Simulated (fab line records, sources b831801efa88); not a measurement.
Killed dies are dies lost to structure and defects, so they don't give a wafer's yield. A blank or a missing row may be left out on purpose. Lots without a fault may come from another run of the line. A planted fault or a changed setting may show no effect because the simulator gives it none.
A struck lot beside a sound one | flow sky130 | 15 steps out of a route of 708
Sound: wafers L486.1, L486.3, L486.6. Struck: wafer L497.5. (L497.3, L497.4 of the same lot were not struck and are left out.) The cause comes at the end.
At each step with rows: each side's tool, then ch and its chambers, then its first start. Under that, the readings that differ: sound wafers | struck wafers | difference of the means | sigmas: that difference in standard deviations of wafers without a fault.
alike: readings whose means differ by less than 2 such deviations, and words and numbers that are the same on both sides. not compared: withheld readings, readings that some wafer has no value for, bounds like >300 that may hide the same value, and numbers for which the record gives no deviation and whose values overlap.
The two part at a step that has a row with sigmas, a row that says differs or no value, or rows on one side only. Numbers that don't overlap but have no deviation are shown without sigmas and don't part them. A reading that every wafer of one side lacks parts them only if that side has two wafers or more.

first, 4 steps without rows for these wafers: SKY_VIA1_SOFTBAKE_08 (time 90 s); SKY_VIA1_EXPOSE_09 (exposes mask VIM, target cd 150 nm); SKY_VIA1_PEB_10; SKY_VIA1_DEVELOP_11 (develop time 60 s).
SKY_VIA1_CD_MEAS_12: target cd 150 nm.
  sound on cd_sem-02, day 33 22:55; struck on cd_sem-01, day 38 01:43
  reading    | sound             | struck | difference | sigmas
  cd_nm (nm) | 149.9 148.8 148.8 | 154.4  | +5.2       | +2
SKY_VIA1_OVL_MEAS_13:
  sound on overlay-02, day 33 23:02; struck on overlay-01, day 38 01:49
  alike: VIA1_OVL
SKY_VIA1_ETCH_14: etches BARC in N2/H2, stops on SiO2, time 45.9 s, target depth 60 nm.
  sound on rie_diel-01 ch 1,2,3, day 33 23:04; struck on rie_diel-04 ch 0, day 38 01:50
  alike: drypump_motor_current_A, oes_product_au, rf_fwd_power_W, throttle_valve_pct
  not compared: rf_hours_counter_h
SKY_VIA1_ETCH_15: etches SiO2 in C4F8/O2/Ar, stops on TiN, target depth 351 nm, time 54 s.
  sound on rie_diel-01 ch 1,2,3, day 33 23:07; struck on rie_diel-04 ch 0, day 38 01:53
  alike: oes_product_au, rf_fwd_power_W
  not compared: rf_hours_counter_h
SKY_VIA1_STRIP_16: strips in O2/N2.
  sound on plasma_asher-03 ch 1, day 33 23:09; struck on plasma_asher-02 ch 1, day 38 01:58
  alike: drypump_motor_current_A, oes_product_au, strip_time_to_endpoint_s
  not compared: rf_hours_counter_h
then, 3 steps without rows for these wafers: SKY_VIA1_STRIP_17 (strips in post etch residue remover, time 1200 s); SKY_VIA1_CLEAN_18 (cleans in IPA, time 180 s); SKY_VIA1_CLEAN_19 (cleans in O3/DIW).
SKY_VIA1_SPUTTER_20: material TiN, target thk 20 nm, time 80 s.
  sound on pvd_sputter-03, day 33 23:44; struck on pvd_sputter-03, day 38 02:36
  reading                                  | sound                | struck | difference | sigmas
  cathode_dc_power_W (W)                   | 4000.4 3999.7 3999.7 | 3450.6 | -549.3     | -99 or more
  model.TiN_of_VIA1_SPUTTER_20.thk_nm (nm) | 19.99 20.18 20.03    | 17.46  | -2.61      |
  alike: throttle_valve_pct
SKY_VIA1_CVD_21: deposits W, target thk 270 nm, time 80.902 s.
  sound on cvd_w-02 ch 0,1, day 33 23:49; struck on cvd_w-02 ch 0, day 38 02:41
  alike: heater_power_outer_w, heater_power_w
then, 1 step without rows for these wafers: SKY_PAD_OPEN_PROBE_99.

WHERE THEY PART
First at SKY_VIA1_CD_MEAS_12; last, within this record, at SKY_VIA1_SPUTTER_20. Later steps at which nothing parts them and some readings are alike: SKY_VIA1_CVD_21.

WHY: what the simulator had put in
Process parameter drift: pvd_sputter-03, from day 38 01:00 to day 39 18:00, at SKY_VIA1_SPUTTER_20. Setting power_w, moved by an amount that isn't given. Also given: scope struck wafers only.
